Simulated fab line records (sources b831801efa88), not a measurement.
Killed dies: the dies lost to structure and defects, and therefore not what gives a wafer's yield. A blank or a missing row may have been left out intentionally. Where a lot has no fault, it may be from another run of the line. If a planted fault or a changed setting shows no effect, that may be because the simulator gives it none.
Comparing a struck lot with a sound one | flow gf180mcu | 15 steps out of a route of 602
Sound: wafers L699.1, L699.3, L699.4. Struck: wafers L713.4, L713.5. (L713.6 of the same lot was not struck and is left out.) The cause comes at the end.
Order at every step that has rows: each side's tool, ch and its chambers, its first start. Under that, the readings that differ: sound wafers | struck wafers | difference of the means | sigmas: that difference in standard deviations of wafers without a fault.
alike: a reading whose means differ by less than 2 such deviations, as well as words and numbers matching on both sides. not compared: withheld readings; readings where some wafer has no value; bounds like >300 that might hide an equal value; numbers whose values overlap and for which the record gives no deviation.
The two part at a step that has a row with sigmas, a row that says differs or no value, or rows on one side only. Numbers that have no deviation but don't overlap get no sigmas and don't part them. A reading missing from all wafers of one side parts the sides only when that side holds two or more wafers.

GF_M3_SPUTTER_04: material TiN, target thk 50 nm, time 41.7 s.
  sound: pvdSputter-02 at day 22 01:29; struck: pvdSputter-04 at day 26 21:13
  alike: throttleValvePct
GF_M3_RS_MEAS_05: measurement is done with a four-point probe.
  sound: filmMetro-01 at day 22 01:31; struck: filmMetro-03 at day 26 21:19
  alike: M3_ALCU_RS
GF_M3_THK_MEAS_06: measures by xrf.
  sound: filmMetro-01 at day 22 01:38; struck: filmMetro-03 at day 26 21:25
  alike: M3_ALCU_THK
then, 7 steps without rows for these wafers: GF_M3_DEHYDRATE_07 (time 60 s); GF_M3_HMDS_08 (prime time 60 s); GF_M3_COAT_09 (resist thk 1000 nm); GF_M3_SOFTBAKE_10 (time 60 s); GF_M3_EXPOSE_11 (exposes mask Metal3, target cd 280 nm); GF_M3_PEB_12 (peb time 90 s); GF_M3_DEVELOP_13 (develop time 60 s).
GF_M3_CD_MEAS_14: the cd target is 280 nm.
  sound: cdSem-01 at day 23 00:40; struck: cdSem-02 at day 27 18:01
  alike: cdNm
GF_M3_OVL_MEAS_15:
  sound: overlay-01 at day 23 00:47; struck: overlay-01 at day 27 18:06
  alike: M3_OVL
GF_M3_METAL_ETCH_16: etches the open film in Cl2/BCl3, stops on SiO2, target depth 750.8 nm, time 125.1 s.
  sound on rieMetal-03 ch 0,1, day 23 00:49; struck on rieMetal-04 ch 0, day 27 18:10
reading                            | sound             | struck    | difference | sigmas
model.KrF_of_M3_COAT_09.thkNm (nm) | 679.3 679.5 678.8 | 519.5 516 | -161.4     | 
  alike: bcl3FlowSccm, drypumpMotorCurrentA, oesProductAu, rfFwdPowerW, throttleValvePct
  not compared: rfHoursCounterH
GF_M3_STRIP_17: strips in O2/N2.
  sound on plasmaAsher-02 ch 0,1, day 23 00:59; struck on plasmaAsher-02 ch 1, day 27 18:17
reading                  | sound             | struck      | difference | sigmas
oesProductAu (a.u.)      | 0.532 0.538 0.538 | 0.475 0.464 | -0.067     | -13
stripTimeToEndpointS (s) | 7.35 7.35 7.30    | 5.73 5.70   | -1.62      | -37
  alike: drypumpMotorCurrentA, heaterPowerW
  not compared: rfHoursCounterH
then, 1 step without rows for these wafers: GF_M3_STRIP_18 (strips in post etch residue remover, time 1200 s).

## WHERE THEY PART
Only at GF_M3_STRIP_17, within this record.

WHY: whatever the simulator had introduced
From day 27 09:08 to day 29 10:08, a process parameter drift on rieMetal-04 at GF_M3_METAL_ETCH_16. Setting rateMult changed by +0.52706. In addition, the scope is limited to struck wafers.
